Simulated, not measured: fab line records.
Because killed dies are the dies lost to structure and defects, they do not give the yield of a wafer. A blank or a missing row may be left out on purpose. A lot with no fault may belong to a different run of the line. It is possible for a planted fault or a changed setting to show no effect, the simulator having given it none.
Which tool did it? | flow gf180mcu | 7 lots, 21 wafers sampled, at 2 steps of a route of 602

WHAT THE GAUGES READ, wafer by wafer
GF_SAB_THK_MEAS_01.
lot  | measured     | on            | SAB_CVD_00_THK (nm)
L780 | day 14 13:35 | film-metro-02 | 49.1 50.4 50.2
L788 | day 17 05:16 | film-metro-02 | 98.4 100.5 100.4 98.4 100.5 100.5
L791 | day 18 20:32 | film-metro-02 | 49.5 50.1 50.3
L792 | day 19 05:58 | film-metro-01 | 49.1 49.6 50.3
L795 | day 19 19:46 | film-metro-04 | 49.7 50.6 50.9
L798 | day 21 01:13 | film-metro-04 | 49.5 48.6 49.6
L801 | day 21 22:16 | film-metro-04 | 48.9 49.7 49.5

TOOL THAT RAN EACH LOT (tool first, then ch and the chambers of the sampled wafers, then the start)
lot  | GF_SAB_CVD_00
L780 | pecvd-03 ch 0,1,2, day 14 13:34
L788 | pecvd-02 ch 1,2, day 17 05:02
L791 | pecvd-03 ch 0,2, day 18 20:30
L792 | pecvd-04 ch 0,1,2, day 19 05:56
L795 | pecvd-03 ch 0,1,2, day 19 19:44
L798 | pecvd-02 ch 0,1, day 21 01:12
L801 | pecvd-03 ch 0,1,2, day 21 22:14
- GF_SAB_CVD_00: deposits SiO2 from TEOS, target thk 50 nm, time 4.9302 s.

THE ANSWER, worked out from the rows above alone
Rule: the lots themselves supply what counts as usual. The widest of any qualifying gaps counts: lots, ordered by their means at a reading, are off when they make up no more than a third of the lots, leave a main group of 4 or more, and stand apart from it by 3 or more times the standard deviation of that group's means. Not used: any main group whose means are identical at the precision the tables above print for the reading. Also off: a lot with no number at a reading for which 4 or more lots have one. The other lots that the step has rows for count as sound.
Off: L788, seen at GF_SAB_THK_MEAS_01 (SAB_CVD_00_THK). Mean 49.8 nm and standard deviation 0.39 in the main group.
If a tool, at a process step before that reading, ran all the lots that are off and no sound lot after the first of them, it fits. The gauges at GF_SAB_THK_MEAS_01 are tried like those tools. Of those tried, none fits.

WHAT THE SIMULATOR HAD INSERTED
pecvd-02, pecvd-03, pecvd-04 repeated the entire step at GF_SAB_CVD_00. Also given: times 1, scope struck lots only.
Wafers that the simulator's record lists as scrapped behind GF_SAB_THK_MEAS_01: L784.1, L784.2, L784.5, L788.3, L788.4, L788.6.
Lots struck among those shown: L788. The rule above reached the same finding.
